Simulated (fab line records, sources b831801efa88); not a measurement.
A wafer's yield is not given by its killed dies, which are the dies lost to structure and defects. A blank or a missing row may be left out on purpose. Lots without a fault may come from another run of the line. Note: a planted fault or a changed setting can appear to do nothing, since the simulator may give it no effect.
Matching of chambers + flow gf180mcu + 3 sister chambers for GF_V1_CVD_02 on pecvd-01
The step deposits SiO2 from TEOS, target thk 850 nm, time 94.851 s. 16 wafers are shown with their chamber, then 8 later ones without.

== WAFERS PAIRED WITH THEIR CHAMBERS ==
| wafer  | chamber | heater power w (W) |
|--------|---------|--------------------|
| L502.2 | 2       | 621                |
| L502.3 | 1       | 570                |
| L502.5 | 1       | 617                |
| L504.1 | 1       | 587                |
| L504.4 | 1       | 611                |
| L504.6 | 0       | 630                |
| L506.2 | 2       | 588                |
| L506.4 | 2       | 504                |
| L506.5 | 0       | 608                |
| L507.1 | 2       | 590                |
| L507.3 | 1       | 578                |
| L507.6 | 0       | 622                |
| L509.1 | 0       | 585                |
| L509.2 | 2       | 567                |
| L509.3 | 1       | 636                |
| L510.2 | 0       | 635                |

SIGNATURES (means of the wafers above)
| reading        | chamber 0 | chamber 1 | chamber 2 | scatter within a chamber |
|----------------|-----------|-----------|-----------|--------------------------|
| heater power w | 616.00    | 599.83    | 574.00    | 31                       |
Rule: a wafer lies at a distance from a chamber equal to the root of the sum of squares, over the readings, of (its reading less the chamber's mean, divided by the reading's scatter). If the next closest chamber is less than 2 further off than the closest, the wafer can't be placed; otherwise it belongs to the closest. How the scatter is found: for the shown wafers, subtract from each reading the mean of its chamber, square and add these, divide the total by (wafers less chambers), then take the root.

== WAFERS MISSING THEIR CHAMBER ==
| wafer  | heater power w (W) |
|--------|--------------------|
| L510.4 | 494                |
| L510.6 | 613                |
| L516.1 | 532                |
| L516.4 | 620                |
| L516.6 | 514                |
| L518.3 | 590                |
| L518.5 | 532                |
| L518.6 | 506                |

== EACH ONE'S CHAMBER ==
| wafer  | from the rows above          | in truth |
|--------|------------------------------|----------|
| L510.4 | can't be placed: 2 or 1 or 0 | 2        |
| L510.6 | can't be placed: 0 or 1 or 2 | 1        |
| L516.1 | can't be placed: 2 or 1 or 0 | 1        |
| L516.4 | can't be placed: 0 or 1 or 2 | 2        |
| L516.6 | can't be placed: 2 or 1 or 0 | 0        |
| L518.3 | can't be placed: 1 or 2 or 0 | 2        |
| L518.5 | can't be placed: 2 or 1 or 0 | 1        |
| L518.6 | can't be placed: 2 or 1 or 0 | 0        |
Placed correctly: 0 of 8. Cannot be placed on the basis of these rows: 8; the candidates contain the true chamber in 8. 0 placed wrongly.
